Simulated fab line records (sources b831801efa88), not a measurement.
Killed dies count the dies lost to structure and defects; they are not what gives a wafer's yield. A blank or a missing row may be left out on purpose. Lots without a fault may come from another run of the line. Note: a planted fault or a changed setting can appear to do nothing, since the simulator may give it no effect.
What tool caused it?    flow gf180mcu    7 lots with 21 wafers sampled at 3 steps, on a route of 602 steps

== WHAT THE GAUGES READ, wafer by wafer ==
GF_NSD_TW_MEAS_12.
lot   measured      on             NSD_TW
L562  day 13 23:22  film-metro-04  4222 4224 4233
L565  day 15 04:57  film-metro-04  4210 4193 4201
L571  day 17 06:46  film-metro-01  4177 4185 4165
L576  day 18 17:28  film-metro-04  2966 2989 2992
L578  day 19 19:46  film-metro-01  2988 2984 2980
L580  day 20 02:38  film-metro-01  4191 4178 4201
L582  day 20 22:46  film-metro-02  4303 4280 4286

== WHAT TOOL EACH LOT RAN ON (gives the tool, then ch and the chambers of the sampled wafers, and finally the start) ==
lot   GF_NSD_IMPLANT_09                GF_NSD_STRIP_11
L562  implanter-03 ch 0, day 13 22:58  plasma-asher-01 ch 0,1, day 13 23:16
L565  implanter-02 ch 0, day 15 04:33  plasma-asher-04 ch 0,1, day 15 04:51
L571  implanter-01 ch 0, day 17 06:22  plasma-asher-03 ch 0,1, day 17 06:39
L576  implanter-01, day 18 17:04       plasma-asher-01 ch 0,1, day 18 17:21
L578  implanter-03, day 19 19:22       plasma-asher-01 ch 0,1, day 19 19:39
L580  implanter-02 ch 0, day 20 02:14  plasma-asher-01 ch 0,1, day 20 02:31
L582  implanter-02 ch 0, day 20 22:23  plasma-asher-03 ch 0,1, day 20 22:40
- GF_NSD_IMPLANT_09
- GF_NSD_STRIP_11: strips in O2/N2.

== THE ANSWER, worked out from the rows above alone ==
Rule: the usual values come from the lots themselves. The widest of any qualifying gaps counts: lots, ordered by their means at a reading, are off when they make up no more than a third of the lots, leave a main group of 4 or more, and stand apart from it by 3 or more times the standard deviation of that group's means. If all means in a main group match to the digits the tables above print for the reading, that group is not used. Also off: a lot with no number at a reading for which 4 or more lots have one. Where the step has rows for the other lots, those lots are counted as sound.
Off: at GF_NSD_TW_MEAS_12 (NSD_TW), L576, L578. Main group: mean 4217, sd 40.
If a tool, at a process step before that reading, ran all the lots that are off and no sound lot after the first of them, it fits. Gauges at GF_NSD_TW_MEAS_12: tried the same way as those tools. No candidate that was tried fits.

== WHAT THE SIMULATOR HAD INSERTED ==
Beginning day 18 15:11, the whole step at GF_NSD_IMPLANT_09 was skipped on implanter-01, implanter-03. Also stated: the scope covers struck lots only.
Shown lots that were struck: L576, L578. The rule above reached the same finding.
